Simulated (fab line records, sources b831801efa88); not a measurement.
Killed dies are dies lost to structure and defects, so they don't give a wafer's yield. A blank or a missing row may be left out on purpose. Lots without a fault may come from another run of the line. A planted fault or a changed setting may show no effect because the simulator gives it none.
Chamber matching | flow sky130 | SKY_VIA1_CMP_02 on cmp-01: 4 sister chambers
The step polishes SiO2. 4 wafers are shown with their chamber, then 7 later ones without.

WAFERS WITH THEIR CHAMBER
wafer  | chamber | motor_current_A (A)
L972.5 | 1       | 12.0
L972.6 | 2       | 11.3
L974.1 | 3       | 12.2
L974.2 | 0       | 13.1

WAFERS WITHOUT THEIR CHAMBER
wafer  | motor_current_A (A)
L974.5 | 11.5
L977.1 | 11.5
L977.4 | 13.8
L977.6 | 13.3
L982.1 | 12.3
L982.4 | 12.5
L982.6 | 12.0

WHICH CHAMBER EACH WENT THROUGH
wafer  | from the rows above          | in truth
L974.5 | can't be placed: 2 or 1 or 3 | 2
L977.1 | can't be placed: 2 or 1 or 3 | 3
L977.4 | 0                            | 0
L977.6 | 0                            | 0
L982.1 | can't be placed: 3 or 1      | 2
L982.4 | can't be placed: 3 or 1 or 0 | 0
L982.6 | can't be placed: 1 or 3      | 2
Placed correctly: 2 of 7. Can't be placed from these rows: 5 (the true chamber is among the candidates in 3). Placed wrongly: 0.
How it was worked out, from the rows above alone: a wafer's distance from a chamber is the root of the sum, over the readings, of the square of ((its reading less the chamber's mean) divided by the reading's scatter). The wafer belongs to the nearest chamber; if the next one is less than 2 further off, it can't be placed. A chamber's mean is the mean of its shown wafers. The scatter: with one shown wafer a chamber, the root of the mean of the squares of how far each hidden wafer lies from its nearest shown one.
